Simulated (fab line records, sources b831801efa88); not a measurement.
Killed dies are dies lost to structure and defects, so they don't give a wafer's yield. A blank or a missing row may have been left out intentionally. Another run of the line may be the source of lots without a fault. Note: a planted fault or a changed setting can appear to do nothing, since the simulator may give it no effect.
Matching of chambers | flow gf180mcu | cmp-01 running GF_V3_CMP_04: 4 sister chambers
The step polishes SiO2. 8 wafers are shown with their chamber, then 12 later ones without.

== WAFERS PAIRED WITH THEIR CHAMBERS ==
wafer  | chamber | motorCurrentA (A) | timeToEndpointS (s)
L088.2 | 0       | 10.7              | 78
L090.5 | 1       | 13.9              | 79
L091.2 | 2       | 11.2              | 74
L091.4 | 3       | 10.6              | 73
L091.5 | 0       | 10.3              | 77
L092.4 | 1       | 13.6              | 77
L092.5 | 3       | 10.9              | 79
L092.6 | 2       | 11.1              | 83

== WAFERS WITHOUT THEIR CHAMBER ==
wafer  | motorCurrentA (A) | timeToEndpointS (s)
L094.1 | 13.2              | 84
L094.2 | 10.4              | 86
L094.6 | 10.6              | 82
L095.1 | 13.9              | 69
L095.2 | 11.5              | 69
L095.3 | 11.1              | 76
L096.2 | 10.7              | 75
L096.3 | 13.5              | 76
L096.4 | 10.8              | 81
L097.1 | 10.5              | 77
L097.5 | 11.0              | 79
L097.6 | 10.7              | 84

== CHAMBER TAKEN BY EACH ==
wafer  | from the rows above          | in truth
L094.1 | 1                            | 1
L094.2 | can't be placed: 0 or 3 or 2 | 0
L094.6 | can't be placed: 0 or 3 or 2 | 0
L095.1 | 1                            | 1
L095.2 | can't be placed: 2 or 3      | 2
L095.3 | can't be placed: 2 or 3      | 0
L096.2 | can't be placed: 3 or 0 or 2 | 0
L096.3 | 1                            | 1
L096.4 | can't be placed: 3 or 0 or 2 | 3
L097.1 | can't be placed: 0 or 3      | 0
L097.5 | can't be placed: 2 or 3 or 0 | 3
L097.6 | can't be placed: 0 or 3 or 2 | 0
Placed correctly: 3 of 12. Cannot be placed on the basis of these rows: 9; the candidates contain the true chamber in 8. Placed wrongly: 0.
How it was worked out, from the rows above alone: a wafer's distance from a chamber is the root of the sum, over the readings, of the square of ((its reading less the chamber's mean) divided by the reading's scatter). If the next closest chamber is less than 2 further off than the closest, the wafer can't be placed; otherwise it belongs to the closest. For every chamber, the mean is computed from those of its wafers that are shown. The scatter: take each reading less its chamber's mean, square it, sum over the shown wafers, divide by the number of wafers less the number of chambers, and take the root.
